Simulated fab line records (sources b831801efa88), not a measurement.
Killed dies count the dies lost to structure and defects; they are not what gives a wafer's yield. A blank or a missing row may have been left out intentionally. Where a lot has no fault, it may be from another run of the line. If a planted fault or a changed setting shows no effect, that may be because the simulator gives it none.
Which of the tools did it? :: flow sky130 :: 6 lots (18 wafers sampled), 1 step of a 708-step route

## WHAT EACH GAUGE READ, for each wafer
SKY_LDD_LDN_OVL_MEAS_07.
lot: L585
measured: day 23 12:21
on: overlay-02
LDD_LDN_OVL (nm): 0.1 -1.2 -1.4

lot: L588
measured: day 25 03:04
on: overlay-02
LDD_LDN_OVL (nm): -0.7 -1.9 -0.2

lot: L590
measured: day 25 21:24
on: overlay-02
LDD_LDN_OVL (nm): -0.2 2.0 0.8

lot: L593
measured: day 26 08:02
on: overlay-02
LDD_LDN_OVL (nm): 2.0 0.2 0.4

lot: L604
measured: day 29 22:43
on: overlay-01
LDD_LDN_OVL (nm): -1.6 -1.5 -1.8

lot: L607
measured: day 30 04:07
on: overlay-01
LDD_LDN_OVL (nm): -0.2 1.3 1.1

## WHAT TOOL EACH LOT RAN ON (gives the tool, then ch and the chambers of the sampled wafers, and finally the start)
The record shows no process step preceding these readings.

## THE ANSWER, worked out from the rows above alone
Rule: the usual values come from the lots themselves. Put in order of their means at a reading, lots are off if they are a third of the lots or fewer, leave a main group of 4 or more, and stand apart from it by a gap of 3 or more times the standard deviation of the main group's means; of several such gaps the widest counts. A main group is skipped when, at the precision printed for the reading in the tables above, its means are all equal. Also off: a lot with no number at a reading for which 4 or more lots have one. The other lots that the step has rows for count as sound.
Nothing can be told from this: no lot is off at any reading shown.

## WHAT WAS PUT IN BY THE SIMULATOR
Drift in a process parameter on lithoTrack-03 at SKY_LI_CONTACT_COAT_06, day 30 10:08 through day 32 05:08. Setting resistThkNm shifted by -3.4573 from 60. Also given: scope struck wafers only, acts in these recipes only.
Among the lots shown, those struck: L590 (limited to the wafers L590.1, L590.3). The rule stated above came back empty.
